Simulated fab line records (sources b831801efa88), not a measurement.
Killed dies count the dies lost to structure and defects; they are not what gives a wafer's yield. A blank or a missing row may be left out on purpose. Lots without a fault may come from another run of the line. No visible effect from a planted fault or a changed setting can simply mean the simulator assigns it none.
Split-lot study -- flow sky130 -- 23 wafers read from 5 lots, route of 708 steps

== SPLIT DETAILS ==
At SKY_PWDE_COAT_02 (resist thk 3000 nm), the setting spin_rpm was moved away from the recipe's 2000 rpm on 8 of the 23 wafers read, by -4.7% to +7.0%. All remaining wafers had this setting at the recipe value.

Reading taken at the split's own step.

== THE READING ==
coat_of_PWDE_COAT_02.thk_nm (the simulator's own value, which no gauge read), in nm, at SKY_PWDE_COAT_02 (resist thk 3000 nm). The file gives no usual value for it. The 15 wafers here that ran the recipe average 3002 nm, standard deviation 4.8 nm.

wafer,"tool, chamber at the split","spin_rpm as run, rpm",against the recipe,"coat_of_PWDE_COAT_02.thk_nm, nm",against lot-mates on the recipe
L074.1,"litho_track-01, 0",1906,-4.7%,3067,+71
L074.2,"litho_track-01, 0",2000,recipe,2996,-
L074.5,"litho_track-01, 0",2000,recipe,2996,-
L074.4,"litho_track-01, 0",2000,recipe,2995,-
L074.6,"litho_track-01, 0",1906,-4.7%,3071,+75
L077.1,"litho_track-02, 0",2140,+7.0%,2895,-112
L077.2,"litho_track-02, 0",2000,recipe,3006,-
L077.3,"litho_track-02, 0",2140,+7.0%,2901,-106
L077.4,"litho_track-02, 0",2000,recipe,3009,-
L077.6,"litho_track-02, 0",2140,+7.0%,2904,-104
L081.1,"litho_track-01, 0",2000,recipe,3010,-
L081.2,"litho_track-01, 0",2000,recipe,3004,-
L081.4,"litho_track-01, 0",2000,recipe,2995,-
L081.5,"litho_track-01, 0",2000,recipe,3006,-
L081.6,"litho_track-01, 0",2000,recipe,3002,-
L083.4,"litho_track-01, 0",2000,recipe,3001,-
L083.6,"litho_track-01, 0",2000,recipe,3001,-
L083.5,"litho_track-01, 0",2000,recipe,3005,-
L085.1,"litho_track-04, 0",2132,+6.6%,2911,-92
L085.2,"litho_track-04, 0",2000,recipe,3006,-
L085.3,"litho_track-04, 0",2000,recipe,3001,-
L085.4,"litho_track-04, 0",2132,+6.6%,2906,-98
L085.6,"litho_track-04, 0",2132,+6.6%,2903,-100

THE FIT
A straight line over all 23 wafers: coat_of_PWDE_COAT_02.thk_nm changes by -14.5 nm for each +1% of spin_rpm; r = -1.00; the points scatter about the line by 4.5 nm.
The same after taking each lot's own level away (the mean of its wafers on the recipe; 23 wafers): -15.2 nm for each +1%; r = -1.00; scatter 3.6 nm.
According to that fit, moving spin_rpm by its largest amount changes the reading by 1.1e+02 nm.
From 2995.7 to 3007.5 nm: that is the span of the lots' own levels, equal to 2.5 times the standard deviation above.
Hence the lot-to-lot level has little effect on the slope; both slopes agree.
Check: -104 nm against its lot-mates is what the line predicts for one of the wafers moved furthest among these (+7.0%) when that wafer is left out of the fit. Against them it came out at -112 nm.

== THESE WAFERS: OTHER SPLITS ==
Other splits were also applied to these wafers ahead of the reading. Each is held against what the fit with the lots' levels taken away leaves over:
other split on the same wafers,wafers away from the commonest value,r with coat_of_PWDE_COAT_02.thk_nm (lot level and that fit taken away)
SKY_FIELD_ISO_CVD_03 pressure_mtorr,15,-0.17
SKY_FIELD_ISO_COAT_08 spin_rpm,10,-0.18
SKY_FIELD_ISO_ETCH_17 time_s,10,-0.11
SKY_FIELD_ISO_OXIDATION_22 ox_time_s,10,-0.08

== THE WHOLE CHAIN: every reading that the file lists as answering this split, in the file's order ==
step,what it does,reading,change (the file's fit),r (the file's)
SKY_PWDE_COAT_02,resist thk 3000 nm,"coat_of_PWDE_COAT_02.thk_nm (the simulator's own value, which no gauge read)",-15.2 nm for each +1% of the setting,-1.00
SKY_PWDE_STRIP_09,strips in O2/N2,strip_time_to_endpoint_s,withheld for each +1% of the setting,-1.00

== FILE'S OWN FIT ==
coat_of_PWDE_COAT_02.thk_nm changes by -15.2 nm for each +1% of spin_rpm, r = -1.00.
